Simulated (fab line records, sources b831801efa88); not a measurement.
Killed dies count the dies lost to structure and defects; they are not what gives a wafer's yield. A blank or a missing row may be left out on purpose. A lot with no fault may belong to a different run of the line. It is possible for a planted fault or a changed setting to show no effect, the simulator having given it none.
A struck lot beside a sound one + flow sky130 + 15 steps out of a route of 708
Sound: these wafers, L147.1, L147.5, L147.6. Wafers L158.2, L158.6 were the ones struck. The cause is given at the end.
Per side, at each step with rows, come the tool, then ch with its chambers, and then its first start. Under that, the readings that differ: sound wafers + struck wafers + difference of the means + sigmas: that difference in standard deviations of wafers without a fault.
alike: readings whose means differ by less than 2 such deviations, and words and numbers that are the same on both sides. not compared: withheld readings, readings that some wafer has no value for, bounds like >300 that may hide the same value, and numbers for which the record gives no deviation and whose values overlap.
Wherever a step has rows on one side only, a row that says differs or no value, or a row with sigmas, the two part there. When numbers do not overlap yet have no deviation, they are printed without sigmas and do not part them. Lack of a reading on every wafer of one side parts them only where that side has two or more wafers.

first, 2 steps without rows for these wafers: SKY_CAPM_PEB_10; SKY_CAPM_DEVELOP_11 (develop time 60 s).
SKY_CAPM_OVL_MEAS_12:
  sound on overlay-01, day 38 04:52; struck on overlay-01, day 41 14:01
| reading       | sound       | struck    | difference | sigmas |
|---------------|-------------|-----------|------------|--------|
| CAPM_OVL (nm) | 2.5 2.6 1.7 | -1.1 -0.6 | -3.1       | -2     |
SKY_CAPM_METAL_ETCH_13: etches TiN in Cl2/BCl3, stops on SiO2, target depth 220 nm, time 62.9 s.
  sound on rie metal-04 ch 0,1, day 38 04:54; struck on rie metal-03 ch 0,1, day 41 14:03
  alike: drypump motor current A, oes product au, rf fwd power W, throttle valve pct
  not compared: rf hours counter h
SKY_CAPM_STRIP_14: strips in O2/N2.
  sound on plasma asher-03 ch 0,1, day 38 04:59; struck on plasma asher-04 ch 0, day 41 14:08
| reading                      | sound             | struck      | difference | sigmas |
|------------------------------|-------------------|-------------|------------|--------|
| strip time to endpoint s (s) | 12.63 12.61 12.61 | 12.73 12.69 | +0.09      | +2     |
  alike: drypump motor current A, oes product au
  not compared: rf hours counter h
then, 7 steps without rows for these wafers: SKY_CAPM_STRIP_15 (strips in post etch residue remover, time 1249 s); SKY_CAPM_CLEAN_16 (cleans in IPA, time 180 s); SKY_CAPM_CLEAN_17 (cleans in O3/DIW); SKY_METAL3_DEHYDRATE_05 (time 60 s); SKY_METAL3_HMDS_06 (prime time 60 s); SKY_METAL3_COAT_07 (resist thk 60 nm); SKY_METAL3_COAT_08 (resist thk 1140 nm).
SKY_METAL3_SOFTBAKE_09: time 90 s.
  sound on litho track-04 ch 0, day 38 18:00; struck on litho track-04 ch 0, day 42 02:00
| reading                  | sound              | struck      | difference | sigmas |
|--------------------------|--------------------|-------------|------------|--------|
| heater power total W (W) | 57.22 57.40 57.45  | 56.83 56.97 | -0.46      | -4     |
| plate temp C (C)         | 100.03 99.93 99.74 | 99.49 99.12 | -0.59      | -4     |
then, 1 step without rows for these wafers: SKY_METAL3_EXPOSE_10 (exposes mask MM3, target cd 300 nm).
-- the record jumps here: 7 days lie between the struck wafers' starts before and after (it left off in module METAL3 and takes up again in module PAD_OPEN, whose first step shown is number 708 of the route) --
SKY_PAD_OPEN_PROBE_99:
  sound on prober-01, day 46 10:32; struck on prober-01, day 49 04:50
  alike: defect limited yield, killed_at_M0_to_M3, killed_at_M4_up, killed at contacts, killed at front end, killed at other, killed dies, killed on rim, killed open, killed short, sort_bin_3_pad_short, sort_bin_5_function, sort_bin_6_memory, sort n pass, sort yield pct

## WHERE THEY PART
First at SKY_CAPM_OVL_MEAS_12; last, within this record, at SKY_METAL3_SOFTBAKE_09. Later steps at which nothing parts them and some readings are alike: SKY_PAD_OPEN_PROBE_99.

WHY: what the simulator had put in
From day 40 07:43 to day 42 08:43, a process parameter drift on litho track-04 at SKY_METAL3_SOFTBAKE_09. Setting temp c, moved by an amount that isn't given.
